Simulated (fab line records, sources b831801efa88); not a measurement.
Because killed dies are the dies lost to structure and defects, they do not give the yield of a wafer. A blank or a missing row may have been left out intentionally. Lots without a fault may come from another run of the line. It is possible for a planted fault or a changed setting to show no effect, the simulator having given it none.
A struck lot beside a sound one -- flow sky130 -- 16 steps out of a route of 708
Sound: the wafers L251.3, L251.4, L251.5. Struck: wafer L256.5; the same lot's L256.1 was not struck, so it is left out; see the end for the cause.
Per side, at each step with rows, come the tool, then ch with its chambers, and then its first start. Under that, the readings that differ: sound wafers -- struck wafers -- difference of the means -- sigmas: that difference in standard deviations of wafers without a fault.
alike: readings with means less than 2 such deviations apart, plus words and numbers identical on both sides. not compared: withheld readings, readings lacking a value on some wafer, bounds such as >300 that could conceal the same value, and numbers that have no deviation in the record and whose values overlap.
The two part at a step that has a row with sigmas, a row that says differs or no value, or rows on one side only. Non-overlapping numbers with no deviation appear without sigmas and do not part them. Lack of a reading on every wafer of one side parts them only where that side has two or more wafers.

first, 1 step without rows for these wafers: SKY_FIELD_ISO_DEVELOP_12 (develop time 60 s).
SKY_FIELD_ISO_CD_MEAS_13: target cd 150 nm.
  sound: cd_sem-01 at day 3 02:41; struck: cd_sem-01 at day 4 03:29
  alike: cd_nm
SKY_FIELD_ISO_ETCH_14: etches BARC in N2/H2, stops on SiO2, time 45.9 s, target depth 60 nm.
  sound on rie_diel-01 ch 0,1,3, day 3 02:46; struck on rie_diel-04 ch 3, day 4 03:37
reading,sound,struck,difference,sigmas
bias_w (W),100.16 100.09 100.19,101.10,+0.95,+3
oes_product_au (a.u.),0.851 0.865 0.856,0.842,-0.015,-3
  alike: chamber_pressure_mTorr, drypump_motor_current_A, throttle_valve_pct
  not compared: rf_hours_counter_h
SKY_FIELD_ISO_ETCH_15: etches the open film in CHF3/O2, stops on Si, target depth 180 nm, time 72 s.
  sound on rie_diel-01 ch 0,1,3, day 3 02:49; struck on rie_diel-04 ch 3, day 4 03:39
  alike: bias_w, chamber_pressure_mTorr, drypump_motor_current_A, oes_product_au, throttle_valve_pct
  not compared: rf_hours_counter_h
SKY_FIELD_ISO_STRIP_16: strips in O2/N2.
  sound on plasma_asher-03 ch 0,1, day 3 02:54; struck on plasma_asher-04 ch 1, day 4 03:42
  alike: chamber_pressure_mTorr, drypump_motor_current_A, oes_product_au, strip_time_to_endpoint_s
  not compared: rf_hours_counter_h
SKY_FIELD_ISO_ETCH_17: etches Si in HBr/Cl2/O2, target depth 342 nm, time 97.7 s.
  sound on rie_si-01 ch 0,1,3, day 3 02:58; struck on rie_si-01 ch 0, day 4 03:48
reading,sound,struck,difference,sigmas
chamber_pressure_mTorr (mTorr),14.995 15.016 14.995,14.974,-0.028,-2
  alike: HBr_flow_sccm, bias_w, drypump_motor_current_A, oes_product_au, throttle_valve_pct
  not compared: rf_hours_counter_h
then, 5 steps without rows for these wafers: SKY_FIELD_ISO_WET_ETCH_18 (etches Si3N4 in H3PO4, target depth 25 nm, time 286 s); SKY_FIELD_ISO_CLEAN_19 (cleans in SC1/SC2, time 150 s); SKY_FIELD_ISO_CLEAN_20 (cleans in dHF, time 20 s); SKY_FIELD_ISO_WET_ETCH_21 (etches SiO2 in dHF, target depth 20 nm, time 400 s); SKY_FIELD_ISO_OXIDATION_22 (stabilise 600 s, purge 300 s, target thk 10 nm).
SKY_FIELD_ISO_THK_MEAS_23:
  sound: film_metro-03 at day 3 05:56; struck: film_metro-03 at day 4 07:20
  alike: FIELD_ISO_OXIDATION_01_THK
SKY_FIELD_ISO_CVD_24: deposits SiO2, target thk 595 nm, time 99.2 s.
  sound on hdpcvd-02 ch 0,1,2, day 3 05:58; struck on hdpcvd-02 ch 1, day 4 07:24
reading,sound,struck,difference,sigmas
model.SiO2_of_FIELD_ISO_CVD_24.thk_nm (nm),600.6 604.7 601.3,649.2,+47.0,
  alike: sih4_flow_sccm
SKY_FIELD_ISO_THK_MEAS_25:
  sound: film_metro-02 at day 3 06:04; struck: film_metro-03 at day 4 07:28
reading,sound,struck,difference,sigmas
FIELD_ISO_CVD_24_THK (nm),601 605 601,649,+47,+8
then, 1 step without rows for these wafers: SKY_FIELD_ISO_ANNEAL_26 (time 1800 s).
SKY_PAD_OPEN_PROBE_99:
  rows exist in the record for the sound wafers here (prober-02, day 46 16:08), none for the struck ones

== WHERE THEY PART ==
Last at SKY_PAD_OPEN_PROBE_99 as far as this record goes, first at SKY_FIELD_ISO_ETCH_14.

WHY: whatever the simulator had introduced
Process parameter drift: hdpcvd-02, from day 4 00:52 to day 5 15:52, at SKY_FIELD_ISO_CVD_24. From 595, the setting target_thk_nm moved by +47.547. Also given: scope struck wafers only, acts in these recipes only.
